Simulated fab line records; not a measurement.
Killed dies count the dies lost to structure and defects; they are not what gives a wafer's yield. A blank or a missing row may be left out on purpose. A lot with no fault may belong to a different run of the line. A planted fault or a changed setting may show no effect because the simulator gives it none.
Which tool did it? -- flow sfq_line -- 7 lots, 20 wafers sampled, at 3 steps of a route of 325

== WHAT THE GAUGES SHOWED, per wafer ==
SFQ_M3_OVL_MEAS_921.
lot,measured,on,M3_OVL (nm)
L554,day 27 12:49,overlay-01,-1 -7 -4
L557,day 34 12:25,overlay-02,8 7 1
L559,day 35 20:14,overlay-02,-1 -7 -1
L561,day 37 01:08,overlay-01,8 5 3
L563,day 37 22:45,overlay-02,-3 1 3
L573,day 41 00:03,overlay-02,-6 -3
L575,day 41 06:03,overlay-02,-4 -7 -7

== TOOL THAT RAN EACH LOT (tool first, then ch and the chambers of the sampled wafers, then the start) ==
lot,SFQ_TRILAYER_M2_ETCH_METAL_ETCH_060,SFQ_TRILAYER_I2_VIA_BARC_OPEN_VIA_ETCH_096
L554,"rie_metal-04 ch 0,1, day 20 15:00","rie_diel-04 ch 1,3, day 27 07:38"
L557,"rie_metal-04 ch 0,1, day 21 17:19","rie_diel-04 ch 0,3, day 28 11:03"
L559,"rie_metal-01 ch 0,1, day 22 18:21","rie_diel-02 ch 0,3, day 29 14:47"
L561,"rie_metal-04 ch 0,1, day 23 17:10","rie_diel-04 ch 0,3, day 30 15:31"
L563,"rie_metal-04 ch 0,1, day 24 13:31","rie_diel-03 ch 1,3, day 31 14:19"
L573,"rie_metal-04 ch 1, day 27 21:53","rie_diel-03 ch 0,3, day 34 18:28"
L575,"rie_metal-01 ch 1, day 34 11:19","rie_diel-04 ch 0,3, day 34 23:50"
- SFQ_TRILAYER_M2_ETCH_METAL_ETCH_060: etches Nb in Cl2/Ar, stops on SiO2, target depth 240 nm, time 120 s.
- SFQ_TRILAYER_I2_VIA_BARC_OPEN_VIA_ETCH_096: etches BARC in O2, target depth 125 nm, time 41.7 s.

== THE ANSWER, worked out from the rows above alone ==
Rule: what is usual is taken from the lots themselves. The widest of any qualifying gaps counts: lots, ordered by their means at a reading, are off when they make up no more than a third of the lots, leave a main group of 4 or more, and stand apart from it by 3 or more times the standard deviation of that group's means. A main group is skipped when, at the precision printed for the reading in the tables above, its means are all equal. A lot without any number at a reading at which 4 lots or more have one is off too. Any other lot the step has rows for is counted as sound.
No lot is off at any reading shown: from this, nothing can be told.

== WHAT HAD BEEN PUT IN BY THE SIMULATOR ==
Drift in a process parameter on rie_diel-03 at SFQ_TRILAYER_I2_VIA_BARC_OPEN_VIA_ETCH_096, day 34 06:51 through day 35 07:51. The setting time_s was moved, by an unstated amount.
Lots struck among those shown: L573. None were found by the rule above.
